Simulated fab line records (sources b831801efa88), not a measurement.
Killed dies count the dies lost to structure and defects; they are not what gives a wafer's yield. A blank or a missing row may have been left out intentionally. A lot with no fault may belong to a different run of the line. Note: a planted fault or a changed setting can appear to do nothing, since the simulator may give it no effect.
Shared-tool check | flow sky130 | Sample size 12 lots and 36 wafers

WHAT PROMPTED THE OPENING
Of 12 lots, 3 have the reading GATE_OXIDE_TW flagged at SKY_GATE_OXIDE_TW_MEAS_14. No-fault wafers: 224.3, standard deviation 1.1.
Rule: a lot gets a flag if all its wafers with a number sit over 4 standard deviations from that mean, or if no wafer of it has a number. The rest of the lots are taken to be sound.

lot  | measured     | on           | GATE_OXIDE_TW, wafer by wafer | flag
L370 | day 13 17:00 | filmMetro-04 | 222.8 223.6 222.6             | 
L371 | day 14 00:50 | filmMetro-03 | 223.7 223.1 223.4             | 
L373 | day 15 00:40 | filmMetro-02 | 225.3 226.3 225.4             | 
L378 | day 16 20:53 | filmMetro-03 | 225.9 226.7 226.8             | 
L380 | day 17 05:52 | filmMetro-03 | 224.0 223.2 223.9             | 
L382 | day 18 05:36 | filmMetro-04 | 224.1 223.4 224.5             | 
L384 | day 18 16:55 | filmMetro-04 | 249.3 247.1 248.0             | FLAGGED
L385 | day 19 01:21 | filmMetro-03 | 248.0 247.9 249.1             | FLAGGED
L386 | day 19 14:15 | filmMetro-03 | 249.3 247.9 249.1             | FLAGGED
L391 | day 21 06:23 | filmMetro-02 | 224.4 223.9 224.8             | 
L392 | day 21 13:41 | filmMetro-02 | 224.8 223.5 224.3             | 
L393 | day 21 21:23 | filmMetro-03 | 222.8 222.8 223.5             | 
The mean of the flagged lots' numbers is 248.4, +24.1 from the usual (+22 standard deviations).

LOT BY LOT: THE TOOL USED
The record holds 1 process step before the reading, out of a route of 708 steps. Cell contents, in order: the tool; ch with the chambers the sampled wafers went through; the start.
lot  | flag    | SKY_GATE_OXIDE_IMPLANT_11
L370 |         | implanter-04 ch 0, day 13 16:39
L371 |         | implanter-04 ch 0, day 14 00:29
L373 |         | implanter-01 ch 0, day 15 00:21
L378 |         | implanter-03 ch 0, day 16 20:32
L380 |         | implanter-03 ch 0, day 17 05:33
L382 |         | implanter-04 ch 0, day 18 05:11
L384 | FLAGGED | implanter-04 ch 0, day 18 16:25
L385 | FLAGGED | implanter-04 ch 0, day 19 00:53
L386 | FLAGGED | implanter-04 ch 0, day 19 13:54
L391 |         | implanter-03 ch 0, day 21 06:04
L392 |         | implanter-01 ch 0, day 21 13:20
L393 |         | implanter-04 ch 0, day 21 21:03
What these steps do:
- SKY_GATE_OXIDE_IMPLANT_11
- SKY_GATE_OXIDE_TW_MEAS_14

FLAGGED OVER TOTAL, TOOL BY TOOL (the gauges that took the reading come last)
step                      | tool         | lots run | flagged | share of the flagged lots | sound lots run after its first flagged lot
SKY_GATE_OXIDE_IMPLANT_11 | implanter-01 | 2        | 0       | none                      | -
SKY_GATE_OXIDE_IMPLANT_11 | implanter-03 | 3        | 0       | none                      | -
SKY_GATE_OXIDE_IMPLANT_11 | implanter-04 | 7        | 3       | all                       | 1 (L393)
SKY_GATE_OXIDE_TW_MEAS_14 | filmMetro-02 | 3        | 0       | none                      | -
SKY_GATE_OXIDE_TW_MEAS_14 | filmMetro-03 | 6        | 2       | some                      | 1 (L393)
SKY_GATE_OXIDE_TW_MEAS_14 | filmMetro-04 | 3        | 1       | some                      | 0

THE TABLE: WHAT IT ALLOWS
1 row of the table ran every flagged lot: implanter-04 at SKY_GATE_OXIDE_IMPLANT_11.
- implanter-04 at SKY_GATE_OXIDE_IMPLANT_11: 3 of its 7 lots flagged. Sound lots ran on it after the first flagged one (L393), which a lasting fault on the whole tool wouldn't allow. Its own readings lie more than 4 standard deviations out on every wafer of the flagged lots: doseIonsCm2, faradayCurrentUA.
There is no row in the table that ran each flagged lot and no sound lot after the first.

WHAT HAD BEEN PUT IN BY THE SIMULATOR
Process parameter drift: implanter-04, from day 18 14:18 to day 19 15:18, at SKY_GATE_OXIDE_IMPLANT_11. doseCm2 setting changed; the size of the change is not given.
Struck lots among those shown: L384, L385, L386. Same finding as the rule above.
